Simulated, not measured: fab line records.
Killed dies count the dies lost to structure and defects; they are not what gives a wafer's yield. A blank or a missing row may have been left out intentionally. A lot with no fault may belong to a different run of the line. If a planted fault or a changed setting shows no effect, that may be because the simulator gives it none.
One fault through the eyes of 2 desks / flow sky130 / numbers are kept per desk, each desk with only its own; the story behind them comes last

## AT THE METROLOGY DESK
What the gauges read, lot by lot, whatever tool the lot ran on: means of the sampled wafers that have a number. Marked OUT: a lot whose mean sits more than 4 standard deviations from the usual mean, which makes it out of limits; the brackets give that distance. It has 8 readings; the 7 that lie furthest out on some lot are the ones shown.
Columns: A = cd_nm at SKY_SONOS_TUNNEL_CD_MEAS_07, usual 410.7 nm; B = SONOS_TUNNEL_OVL at SKY_SONOS_TUNNEL_OVL_MEAS_08, usual 0.1 nm; C = SONOS_TUNNEL_TW at SKY_SONOS_TUNNEL_TW_MEAS_12, usual 198.7; D = SONOS_ONO_OXIDATION_THK at SKY_SONOS_ONO_THK_MEAS_01, usual 2.61 nm; E = SONOS_ONO_CVD_02_THK at SKY_SONOS_ONO_THK_MEAS_03, usual 10.83 nm; F = SONOS_ONO_CVD_04_THK at SKY_SONOS_ONO_THK_MEAS_05, usual 5.63 nm; G = SONOS_ONO_OVL at SKY_SONOS_ONO_OVL_MEAS_14, usual 1.4 nm
lot=L515; first seen here=day 12 08:28; A=407.7; B=-0.2; C=200.4; D=2.65; E=10.51; F=5.58; G=1.0
lot=L516; first seen here=day 12 14:38; A=410.9; B=2.4; C=200.3; D=2.61; E=10.76; F=5.61; G=2.7
lot=L531; first seen here=day 17 20:44; A=413.5; B=-0.8; C=196.0; D=2.65; E=10.91; F=5.65; G=1.5
lot=L533; first seen here=day 18 21:04; A=410.7; B=-1.6; C=197.6; D=2.64; E=10.97; F=5.65; G=0.3
lot=L534; first seen here=day 19 14:53; A=408.8; B=0.7; C=196.6; D=2.60; E=10.82; F=5.75; G=0.6
This desk's finding: nothing out of limits on any of the 5 lots.

## THE TOOL OWNER'S DESK: wet_bench-02
The tool's own readings at SKY_SONOS_TUNNEL_CLEAN_13 (cleans in dHF, time 20 s): means of the sampled wafers that have a number, for each lot that ran on this tool. Marked OUT: a lot whose mean sits more than 4 standard deviations from the usual mean, which makes it out of limits; the brackets give that distance.
Columns: A = run_length_s at SKY_SONOS_TUNNEL_CLEAN_13, usual 48.4 s
lot=L516; first seen here=day 12 15:15; A=46.4
lot=L533; first seen here=day 18 21:39; A=33.8 (-6.6) OUT
This desk's verdict: out of limits on L533, starting with L533 at day 18 21:39 (run_length_s at SKY_SONOS_TUNNEL_CLEAN_13). L516 stayed within limits.

## TAKEN TOGETHER
The tool owner's desk could have raised an alarm at day 18 21:39, on L533.
Metrology desk: nothing out of limits seen.
The metrology desk holds a record of L533, inside its limits.
On wet_bench-02, each named lot ran SKY_SONOS_TUNNEL_CLEAN_13.

## WHAT HAD BEEN PUT IN BY THE SIMULATOR
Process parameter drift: wet_bench-02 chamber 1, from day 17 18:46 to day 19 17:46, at SKY_SONOS_TUNNEL_CLEAN_13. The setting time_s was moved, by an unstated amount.
Struck lots among those shown: L533.
Time in hours from fault onset to the first out-of-limits reading at each desk: the tool owner's desk, 27.
